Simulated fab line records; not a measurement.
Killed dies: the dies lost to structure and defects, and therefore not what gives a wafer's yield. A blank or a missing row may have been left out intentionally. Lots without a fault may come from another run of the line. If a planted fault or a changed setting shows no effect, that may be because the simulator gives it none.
Which tool is to blame?	flow gf180mcu	42 wafers from 14 lots sampled at 4 of the route's 602 steps

## WHAT EACH GAUGE READ, for each wafer
GF_MVSD_OVL_MEAS_07. Usual: MVSD_OVL gives -0.7 nm (standard deviation 1.6).
lot	measured	on	MVSD_OVL (nm)	flag
L218	day 4 11:52	overlay-01	-4.1 -1.9 -1.1	
L219	day 4 16:08	overlay-01	0.2 -0.6 -0.1	
L221	day 5 03:29	overlay-01	-1.3 -1.8 1.3	
L222	day 5 10:52	overlay-02	-4.6 -3.0 -2.2	
L224	day 5 21:41	overlay-02	-2.8 -1.9 -1.5	
L225	day 6 04:14	overlay-01	0.8 0.0 -2.2	
L226	day 6 11:32	overlay-02	-2.0 -0.1 -1.0	
L227	day 6 14:25	overlay-01	-1.1 -0.3 -2.8	
L229	day 6 23:53	overlay-02	-1.0 -2.2 -1.1	
L237	day 9 05:09	overlay-01	-0.4 -1.0 -0.5	
L238	day 9 09:44	overlay-01	0.2 2.2 -0.9	
L241	day 9 22:58	overlay-01	-1.1 -3.4 -2.7	

GF_SALICIDE_THK_MEAS_05: measures by xrf. Usual: SALICIDE_TIN_THK gives 20.11 nm (standard deviation 0.29).
lot	measured	on	SALICIDE_TIN_THK (nm)	flag
L218	day 15 00:17	film_metro-04	19.99 19.79 19.78	
L219	day 15 13:05	film_metro-01	20.58 20.92 20.52	
L221	day 16 05:31	film_metro-01	20.05 20.26 20.60	
L222	day 16 16:46	film_metro-01	20.17 20.02 19.90	
L224	day 17 09:14	film_metro-01	20.42 19.97 20.63	
L225	day 17 19:22	film_metro-01	20.08 20.10 20.32	
L226	day 18 01:28	film_metro-04	20.23 20.44 20.39	
L227	day 18 16:57	film_metro-01	20.01 20.40 20.23	
L229	day 18 21:52	film_metro-04	20.10 20.01 20.30	
L237	day 22 09:31	film_metro-04	20.27 19.88 20.45	
L238	day 22 08:55	film_metro-04	20.11 19.97 19.98	
L241	day 23 04:26	film_metro-01	20.26 20.09 19.94	

GF_CONTACT_THK_MEAS_01. Usual: CONTACT_CVD_00_THK gives 300 nm (standard deviation 4).
lot	measured	on	CONTACT_CVD_00_THK (nm)	flag
L218	day 15 00:41	film_metro-01	300 298 302	
L219	day 15 13:29	film_metro-02	306 301 303	
L221	day 16 05:54	film_metro-01	299 296 295	
L222	day 16 17:10	film_metro-03	302 300 301	
L224	day 17 09:44	film_metro-01	301 300 298	
L225	day 17 19:46	film_metro-02	301 303 298	
L226	day 18 01:52	film_metro-01	296 298 295	
L227	day 18 17:21	film_metro-01	296 296 301	
L229	day 18 22:16	film_metro-02	302 295 294	
L237	day 22 09:55	film_metro-01	304 294 294	
L238	day 22 09:19	film_metro-03	300 300 302	
L241	day 23 04:50	film_metro-03	304 307 303	

## EACH LOT AND THE TOOL THAT RAN IT (in order: tool; ch and the chambers of the sampled wafers; start)
lot	GF_STI_DEVELOP_11
L218	litho_track-04 ch 0, day 2 02:01
L219	litho_track-02 ch 0, day 2 07:56
L221	litho_track-02 ch 0, day 2 17:29
L222	litho_track-03 ch 0, day 2 22:58
L224	litho_track-03 ch 0, day 3 09:31
L225	litho_track-02 ch 0, day 3 13:58
L226	litho_track-02 ch 0, day 3 19:50
L227	litho_track-04 ch 0, day 3 23:31
L229	litho_track-02 ch 0, day 4 09:20
L232	litho_track-03, day 5 02:01
L233	litho_track-04, day 5 06:50
L237	litho_track-04 ch 0, day 6 07:08
L238	litho_track-03 ch 0, day 6 10:09
L241	litho_track-04 ch 0, day 6 23:22
- GF_STI_DEVELOP_11: develop time 60 s.

## WHAT THE TOOLS THEMSELVES READ (means of the sampled wafers that have a number; where no wafer has one, the mark that the record gives instead)
GF_STI_DEVELOP_11. Usual: chill_plate_temp_C at 22.98 C, with a standard deviation of 0.1.
lot	tool	chill_plate_temp_C (C)	flag
L218	litho_track-04	22.83	
L219	litho_track-02	23.02	
L221	litho_track-02	22.87	
L222	litho_track-03	23.13	
L224	litho_track-03	22.97	
L225	litho_track-02	23.01	
L226	litho_track-02	22.99	
L227	litho_track-04	23.02	
L229	litho_track-02	22.88	
L232	litho_track-03	-	OFF
L233	litho_track-04	-	OFF
L237	litho_track-04	22.96	
L238	litho_track-03	22.89	
L241	litho_track-04	22.99	

## THE ANSWER, worked out from the rows above alone
Rule: a lot counts as off when the mean over its wafers that have a number is more than 3 standard deviations away from the usual mean. A lot without any number at a reading at which 4 lots or more have one is off too. Any other lot the step has rows for is counted as sound. The gauges are gone through in route order, then the tools' own readings, and for those a lot's mean is taken as printed above. The first step at which some lot is off is used, and at that step the reading that is off furthest; a lot without a number counts as furthest.
Off, at GF_STI_DEVELOP_11 on chill_plate_temp_C: L232, L233. Without a number there: L232, L233.
If a tool, at that step or one of the process steps before it, ran each lot that is off and ran no sound lot following the first of them, it fits. No candidate that was tried fits.

## WHAT HAD BEEN PUT IN BY THE SIMULATOR
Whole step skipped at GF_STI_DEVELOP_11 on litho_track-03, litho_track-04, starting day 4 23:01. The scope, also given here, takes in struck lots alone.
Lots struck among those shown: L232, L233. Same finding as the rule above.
